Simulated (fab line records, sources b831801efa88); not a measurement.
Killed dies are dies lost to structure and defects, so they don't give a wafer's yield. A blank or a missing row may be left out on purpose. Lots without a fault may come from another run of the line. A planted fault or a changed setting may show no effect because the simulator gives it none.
A struck lot beside a sound one | flow sky130 | 14 steps out of a route of 708
Sound: wafers L841.1, L841.2, L841.6. Struck: wafers L840.1, L840.4, L840.5. The cause comes at the end.
At each step with rows: each side's tool, then ch and its chambers, then its first start. Under that, the readings that differ: sound wafers | struck wafers | difference of the means | sigmas: that difference in standard deviations of wafers without a fault.
alike: readings whose means differ by less than 2 such deviations, and words and numbers that are the same on both sides. not compared: withheld readings, readings that some wafer has no value for, bounds like >300 that may hide the same value, and numbers for which the record gives no deviation and whose values overlap.
The two part at a step that has a row with sigmas, a row that says differs or no value, or rows on one side only. Numbers that don't overlap but have no deviation are shown without sigmas and don't part them. A reading that every wafer of one side lacks parts them only if that side has two wafers or more.

first, 4 steps without rows for these wafers: SKY_RES_XHIGH_EXPOSE_04 (exposes mask URPM, target cd 1270 nm); SKY_RES_XHIGH_PEB_05; SKY_RES_XHIGH_DEVELOP_06 (develop time 60 s); SKY_RES_XHIGH_IMPLANT_07.
SKY_RES_XHIGH_STRIP_08: strips in O2/N2.
  sound on plasma_asher-04 ch 0,1, day 33 19:26; struck on plasma_asher-04 ch 1, day 33 14:11
  alike: chamber_pressure_mTorr, drypump_motor_current_A, n2_flow_sccm, oes_product_au, strip_time_to_endpoint_s
  not compared: rf_hours_counter_h
SKY_RES_XHIGH_TW_MEAS_09:
  sound on film_metro-03, day 33 19:32; struck on film_metro-03, day 33 14:17
  alike: RES_XHIGH_TW
then, 6 steps without rows for these wafers: SKY_SD_N_DEHYDRATE_00 (time 60 s); SKY_SD_N_HMDS_01 (prime time 60 s); SKY_SD_N_COAT_02 (resist thk 1140 nm); SKY_SD_N_SOFTBAKE_03 (time 60 s); SKY_SD_N_EXPOSE_04 (exposes mask NSDM, target cd 380 nm); SKY_SD_N_PEB_05.
SKY_SD_N_DEVELOP_06: develop time 60 s.
  sound on litho_track-01 ch 0, day 34 21:32; struck on litho_track-03 ch 0, day 34 17:23
  reading              | sound             | struck            | difference | sigmas
  developer_temp_C (C) | 23.14 23.01 23.05 | 22.35 22.12 22.26 | -0.82      | -7
  alike: chill_plate_temp_C
SKY_SD_N_CD_MEAS_07: target cd 380 nm.
  sound on cd_sem-01, day 34 21:41; struck on cd_sem-02, day 34 17:32
  reading    | sound             | struck            | difference | sigmas
  cd_nm (nm) | 378.0 378.9 379.1 | 383.8 384.2 385.8 | +5.9       | +3

WHERE THEY PART
First at SKY_SD_N_DEVELOP_06; last, within this record, at SKY_SD_N_CD_MEAS_07.

WHY: what the simulator had put in
Process parameter drift: litho_track-03, from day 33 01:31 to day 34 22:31, at SKY_SD_N_DEVELOP_06. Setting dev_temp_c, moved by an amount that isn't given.
